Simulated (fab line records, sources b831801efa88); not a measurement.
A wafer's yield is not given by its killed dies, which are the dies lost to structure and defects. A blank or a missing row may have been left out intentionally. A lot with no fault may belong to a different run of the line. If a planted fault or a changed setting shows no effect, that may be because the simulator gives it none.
Shared-tool check + flow sky130 + Sampled: 11 lots, 33 wafers

REASON FOR OPENING
3 of 11 lots carry a flag on the reading SONOS_ONO_CVD_02_THK at SKY_SONOS_ONO_THK_MEAS_03. No-fault wafers: 10.47 nm, standard deviation 0.14.
Rule: a lot is flagged when every wafer of it that has a number lies more than 4 standard deviations from that mean, or none has a number. All remaining lots are regarded as sound.

| lot  | measured     | on            | SONOS_ONO_CVD_02_THK (nm), wafer by wafer | flag    |
|------|--------------|---------------|-------------------------------------------|---------|
| L385 | day 11 17:32 | film metro-01 | 10.64 10.54 10.65                         |         |
| L387 | day 12 22:11 | film metro-01 | 10.82 10.88 10.84                         |         |
| L390 | day 13 20:13 | film metro-03 | 10.60 10.49 10.45                         |         |
| L392 | day 14 04:47 | film metro-01 | 10.27 10.25 10.32                         |         |
| L393 | day 14 11:44 | film metro-03 | 12.95 13.00 12.94                         | FLAGGED |
| L394 | day 14 18:55 | film metro-04 | 13.01 13.04 12.98                         | FLAGGED |
| L395 | day 14 21:25 | film metro-03 | 12.87 12.80 12.92                         | FLAGGED |
| L403 | day 17 11:43 | film metro-04 | 10.47 10.50 10.34                         |         |
| L405 | day 18 02:13 | film metro-03 | 10.22 10.45 10.31                         |         |
| L404 | day 18 02:14 | film metro-01 | 10.42 10.44 10.44                         |         |
| L408 | day 19 04:58 | film metro-04 | 10.61 10.55 10.55                         |         |
The numbers of the flagged lots are 12.95 nm on average: +2.48 nm against the usual, or +18 standard deviations.

WHICH TOOL RAN EACH LOT
The record holds 3 process steps before the reading, out of a route of 708 steps. Every cell lists first the tool, next ch and the chambers used by the sampled wafers, and last the start.
| lot  | flag    | SKY_VT_ADJUST_LVTN_STRIP_09          | SKY_VT_ADJUST_PCH_STRIP_09           | SKY_SONOS_ONO_CVD_02        |
|------|---------|--------------------------------------|--------------------------------------|-----------------------------|
| L385 |         | plasma asher-03 ch 0,1, day 7 01:19  | plasma asher-04 ch 0, day 10 15:15   | lpcvd-02 ch 1, day 11 16:29 |
| L387 |         | plasma asher-01 ch 0,1, day 8 00:10  | plasma asher-01 ch 0,1, day 11 18:15 | lpcvd-02 ch 0, day 12 21:08 |
| L390 |         | plasma asher-02 ch 0,1, day 8 17:14  | plasma asher-03 ch 0, day 12 12:39   | lpcvd-02 ch 0, day 13 17:51 |
| L392 |         | plasma asher-02 ch 0,1, day 8 21:17  | plasma asher-01 ch 0,1, day 12 19:08 | lpcvd-02 ch 1, day 14 03:11 |
| L393 | FLAGGED | plasma asher-03 ch 0,1, day 9 06:31  | plasma asher-04 ch 0,1, day 13 05:13 | lpcvd-02 ch 0, day 14 10:41 |
| L394 | FLAGGED | plasma asher-02 ch 0,1, day 9 14:10  | plasma asher-04 ch 0,1, day 13 12:35 | lpcvd-02 ch 0, day 14 17:52 |
| L395 | FLAGGED | plasma asher-03 ch 0,1, day 9 16:47  | plasma asher-03 ch 0,1, day 13 17:04 | lpcvd-02 ch 1, day 14 20:22 |
| L403 |         | plasma asher-02 ch 0,1, day 11 20:46 | plasma asher-04 ch 0,1, day 16 04:04 | lpcvd-02 ch 0, day 17 10:39 |
| L405 |         | plasma asher-03 ch 0,1, day 12 08:04 | plasma asher-04 ch 0, day 16 17:19   | lpcvd-02 ch 0, day 18 01:10 |
| L404 |         | plasma asher-02 ch 0,1, day 12 08:03 | plasma asher-03 ch 0,1, day 16 17:11 | lpcvd-02 ch 1, day 18 01:10 |
| L408 |         | plasma asher-01 ch 0,1, day 13 06:03 | plasma asher-01 ch 0,1, day 17 18:57 | lpcvd-02 ch 1, day 19 03:53 |
What the steps here do:
- SKY_VT_ADJUST_LVTN_STRIP_09: strips in O2/N2.
- SKY_VT_ADJUST_PCH_STRIP_09: strips in O2/N2.
- SKY_SONOS_ONO_CVD_02: deposits Si3N4 from DCS/NH3, target thk 10.5 nm, time 180 s.
- SKY_SONOS_ONO_THK_MEAS_03

FLAGGED AGAINST TOTAL, ONE TOOL AT A TIME (gauges that did the reading follow at the end)
| step                        | tool            | lots run | flagged | share of the flagged lots | sound lots run after its first flagged lot |
|-----------------------------|-----------------|----------|---------|---------------------------|--------------------------------------------|
| SKY_VT_ADJUST_LVTN_STRIP_09 | plasma asher-01 | 2        | 0       | none                      | -                                          |
| SKY_VT_ADJUST_LVTN_STRIP_09 | plasma asher-02 | 5        | 1       | some                      | 2 (L403,L404)                              |
| SKY_VT_ADJUST_LVTN_STRIP_09 | plasma asher-03 | 4        | 2       | some                      | 1 (L405)                                   |
| SKY_VT_ADJUST_PCH_STRIP_09  | plasma asher-01 | 3        | 0       | none                      | -                                          |
| SKY_VT_ADJUST_PCH_STRIP_09  | plasma asher-03 | 3        | 1       | some                      | 1 (L404)                                   |
| SKY_VT_ADJUST_PCH_STRIP_09  | plasma asher-04 | 5        | 2       | some                      | 2 (L403,L405)                              |
| SKY_SONOS_ONO_CVD_02        | lpcvd-02        | 11       | 3       | all                       | 4 (L403,L404,L405,L408)                    |
| SKY_SONOS_ONO_THK_MEAS_03   | film metro-01   | 4        | 0       | none                      | -                                          |
| SKY_SONOS_ONO_THK_MEAS_03   | film metro-03   | 4        | 2       | some                      | 1 (L405)                                   |
| SKY_SONOS_ONO_THK_MEAS_03   | film metro-04   | 3        | 1       | some                      | 2 (L403,L408)                              |

WHAT IS ALLOWED BY THE TABLE
All flagged lots share 1 row of the table, namely lpcvd-02 at SKY_SONOS_ONO_CVD_02.
- lpcvd-02 at SKY_SONOS_ONO_CVD_02 ran 11 lots, 3 of them flagged. Sound lots followed the first flagged one (L403, L404, L405, L408) on it, something a lasting fault affecting the whole tool could not allow. Its own readings lie more than 4 standard deviations out on every wafer of the flagged lots: spike tc bottom C, spike tc centre C, spike tc lower C, spike tc upper C, susceptor temp C.
There is no row in the table that ran each flagged lot and no sound lot after the first.

WHAT THE SIMULATOR HAD PUT IN
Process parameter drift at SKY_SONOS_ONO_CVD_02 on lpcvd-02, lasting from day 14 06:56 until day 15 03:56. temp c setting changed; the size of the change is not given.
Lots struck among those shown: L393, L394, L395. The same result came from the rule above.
